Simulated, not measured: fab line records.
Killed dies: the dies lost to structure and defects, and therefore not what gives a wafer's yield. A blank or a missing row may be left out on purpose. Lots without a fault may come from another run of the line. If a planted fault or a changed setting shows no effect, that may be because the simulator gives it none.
Struck lot and sound lot, side by side    flow sfq-line    42 out of 325 route steps
Sound: wafers L256.2, L256.3, L256.6. Wafers L262.1, L262.2, L262.3 were the ones struck. The cause is named last.
Per side, at each step with rows, come the tool, then ch with its chambers, and then its first start. Under that, the readings that differ: sound wafers    struck wafers    difference of the means    sigmas: that difference in standard deviations of wafers without a fault.
alike: readings with means less than 2 such deviations apart, plus words and numbers identical on both sides. not compared: withheld readings, readings lacking a value on some wafer, bounds such as >300 that could conceal the same value, and numbers that have no deviation in the record and whose values overlap.
Wherever a step has rows on one side only, a row that says differs or no value, or a row with sigmas, the two part there. Numbers that have no deviation but don't overlap get no sigmas and don't part them. A reading that every wafer of one side lacks parts them only if that side has two wafers or more.

first, 2 steps without rows for these wafers: SFQ_TRILAYER_I0_DEP_PECVD_027 (deposits SiO2 from SiH4/N2O, time 111.11 s, target thk 500 nm); SFQ_TRILAYER_I0_CMP_CMP_028 (polishes SiO2).
SFQ_I0_BOW_MEAS_907:
  sound on film-metro-02 at day 11 05:34; struck on film-metro-01 at day 13 01:23
  alike: I0_BOW
then, 7 steps without rows for these wafers: SFQ_TRILAYER_I0_METRO_MEASURE_029; SFQ_TRILAYER_I0_VIA_LITHO_COAT_036 (resist thk 62 nm); SFQ_TRILAYER_I0_VIA_LITHO_COAT_031 (resist thk 650 nm); SFQ_TRILAYER_I0_VIA_LITHO_SOFTBAKE_035; SFQ_TRILAYER_I0_VIA_LITHO_EXPOSE_032 (exposes mask I0, target cd 500 nm); SFQ_TRILAYER_I0_VIA_LITHO_PEB_034 (peb time 60 s); SFQ_TRILAYER_I0_VIA_LITHO_DEVELOP_033 (time 60 s).
-- the record jumps here: 5 days lie between the struck wafers' starts before and after --
SFQ_I0_OVL_MEAS_908:
  sound on overlay-01 at day 16 03:30; struck on overlay-02 at day 17 18:29
  alike: I0_OVL
then, 1 step without rows for these wafers: SFQ_TRILAYER_I0_VIA_BARC_OPEN_VIA_ETCH_046 (etches BARC in O2, target depth 125 nm, time 41.7 s).
SFQ_TRILAYER_I0_VIA_ETCH_VIA_ETCH_034: etches SiO2 in CHF3, stops on Nb, target depth 260 nm.
  sound on rie-diel-02 ch 0,2, day 16 03:34; struck on rie-diel-01 ch 0,2,3, day 17 18:34
  no value came back on the struck wafers for bias-w (W), chamber-pressure-mTorr (mTorr), drypump-motor-current-A (A), oes-product-au (a.u.); on the sound wafers bias-w (W) reads 79.87 79.77 79.87
reading                                                  sound              struck             difference  sigmas
model.KrF_of_TRILAYER_I0_VIA_LITHO_COAT_031.thk-nm (nm)  528.5 530.2 529.4  576.4 575.6 575.4  +46.4       
then, 3 steps without rows for these wafers: SFQ_TRILAYER_I0_VIA_STRIP_STRIP_035 (strips in O2); SFQ_TRILAYER_I0_VIA_STRIP_SOLV_CLEAN_036 (cleans in NMP, time 600 s); SFQ_TRILAYER_M1_DEP_PRE_CLEAN_038 (time 22.5 s).
SFQ_TRILAYER_M1_DEP_SPUTTER_037: material Nb, target thk 200 nm, time 133.3 s.
  sound on pvd-sputter-03 at day 16 04:32; struck on pvd-sputter-04 at day 17 19:29
  alike: throttle-valve-pct
SFQ_M1_RS_MEAS_909: uses a four-point probe to measure.
  sound on film-metro-04 at day 16 04:39; struck on film-metro-02 at day 17 19:34
reading            sound              struck             difference  sigmas
M1_NB_RS (ohm/sq)  0.913 0.889 0.906  0.874 0.874 0.881  -0.026      -3
then, 6 steps without rows for these wafers: SFQ_TRILAYER_M1_LITHO_COAT_044 (resist thk 62 nm); SFQ_TRILAYER_M1_LITHO_COAT_039 (resist thk 600 nm); SFQ_TRILAYER_M1_LITHO_SOFTBAKE_043; SFQ_TRILAYER_M1_LITHO_EXPOSE_040 (exposes mask M1, target cd 500 nm); SFQ_TRILAYER_M1_LITHO_PEB_042 (peb time 60 s); SFQ_TRILAYER_M1_LITHO_DEVELOP_041 (time 60 s).
-- the record jumps here: 5 days lie between the struck wafers' starts before and after --
SFQ_M1_OVL_MEAS_911:
  sound on overlay-01 at day 20 17:25; struck on overlay-01 at day 22 18:08
reading      sound    struck      difference  sigmas
M1_OVL (nm)  10 -1 6  -12 -8 -14  -16         -3
SFQ_TRILAYER_M1_BARC_OPEN_METAL_ETCH_054: etches BARC in O2, target depth 125 nm, time 41.7 s.
  sound on rie-metal-03 ch 1, day 20 17:28; struck on rie-metal-03 ch 0,1, day 22 18:11
  alike: bias-w, chamber-pressure-mTorr, drypump-motor-current-A, oes-product-au
  not compared: rf-hours-counter-h
then, 1 step without rows for these wafers: SFQ_TRILAYER_M1_ETCH_METAL_ETCH_042 (etches Nb in Cl2/Ar, stops on SiO2, target depth 240 nm, time 120 s).
SFQ_TRILAYER_M1_STRIP_STRIP_043: strips in O2.
  sound on rie-metal-03 ch 1, day 20 18:01; struck on rie-metal-03 ch 0,1, day 22 18:22
  alike: drypump-motor-current-A, oes-product-au
  not compared: rf-hours-counter-h
then, 1 step without rows for these wafers: SFQ_TRILAYER_M1_STRIP_SOLV_CLEAN_044 (cleans in NMP, time 600 s).
SFQ_TRILAYER_I1_DEP_PECVD_045: deposits SiO2 from SiH4/N2O, time 111.11 s, target thk 500 nm.
  sound on pecvd-01 ch 0,1,2, day 20 19:11; struck on pecvd-02 ch 0,1,2, day 22 19:09
  alike: heater-power-w, throttle-valve-pct
then, 1 step without rows for these wafers: SFQ_TRILAYER_I1_CMP_CMP_046 (polishes SiO2).
SFQ_I1_BOW_MEAS_912:
  sound on film-metro-01 at day 21 00:05; struck on film-metro-01 at day 22 22:14
  alike: I1_BOW
SFQ_TRILAYER_I1_METRO_MEASURE_047:
  sound on film-metro-01 at day 21 00:23; struck on film-metro-01 at day 22 22:21
  alike: thk-nm
then, 6 steps without rows for these wafers: SFQ_TRILAYER_I1_VIA_LITHO_COAT_054 (resist thk 62 nm); SFQ_TRILAYER_I1_VIA_LITHO_COAT_049 (resist thk 650 nm); SFQ_TRILAYER_I1_VIA_LITHO_SOFTBAKE_053; SFQ_TRILAYER_I1_VIA_LITHO_EXPOSE_050 (exposes mask I1, target cd 500 nm); SFQ_TRILAYER_I1_VIA_LITHO_PEB_052 (peb time 60 s); SFQ_TRILAYER_I1_VIA_LITHO_DEVELOP_051 (time 60 s).
-- the record jumps here: 6 days lie between the struck wafers' starts before and after --
SFQ_I1_OVL_MEAS_913:
  sound on overlay-01 at day 26 07:25; struck on overlay-02 at day 28 23:40
  alike: I1_OVL
then, 1 step without rows for these wafers: SFQ_TRILAYER_I1_VIA_BARC_OPEN_VIA_ETCH_071 (etches BARC in O2, target depth 125 nm, time 41.7 s).
-- the record jumps here: 59 days lie between the struck wafers' starts before and after --
SFQ_M8_BOW_MEAS_951:
  sound on film-metro-03 at day 80 07:17; struck on film-metro-02 at day 87 15:05
reading                  sound              struck             difference  sigmas
model.etest.i0.link-ohm  1.982 1.944 1.976  1e+06 1e+06 1e+06  +1e+06      
  alike: M8_BOW

== WHERE THEY PART ==
Earliest at SFQ_TRILAYER_I0_VIA_ETCH_VIA_ETCH_034; latest, in this record, at SFQ_M1_OVL_MEAS_911. Later steps at which nothing parts them and some readings are alike: SFQ_TRILAYER_M1_BARC_OPEN_METAL_ETCH_054, SFQ_TRILAYER_M1_STRIP_STRIP_043, SFQ_TRILAYER_I1_DEP_PECVD_045, SFQ_I1_BOW_MEAS_912, SFQ_TRILAYER_I1_METRO_MEASURE_047, SFQ_I1_OVL_MEAS_913, SFQ_M8_BOW_MEAS_951.

WHY: the cause the simulator had injected
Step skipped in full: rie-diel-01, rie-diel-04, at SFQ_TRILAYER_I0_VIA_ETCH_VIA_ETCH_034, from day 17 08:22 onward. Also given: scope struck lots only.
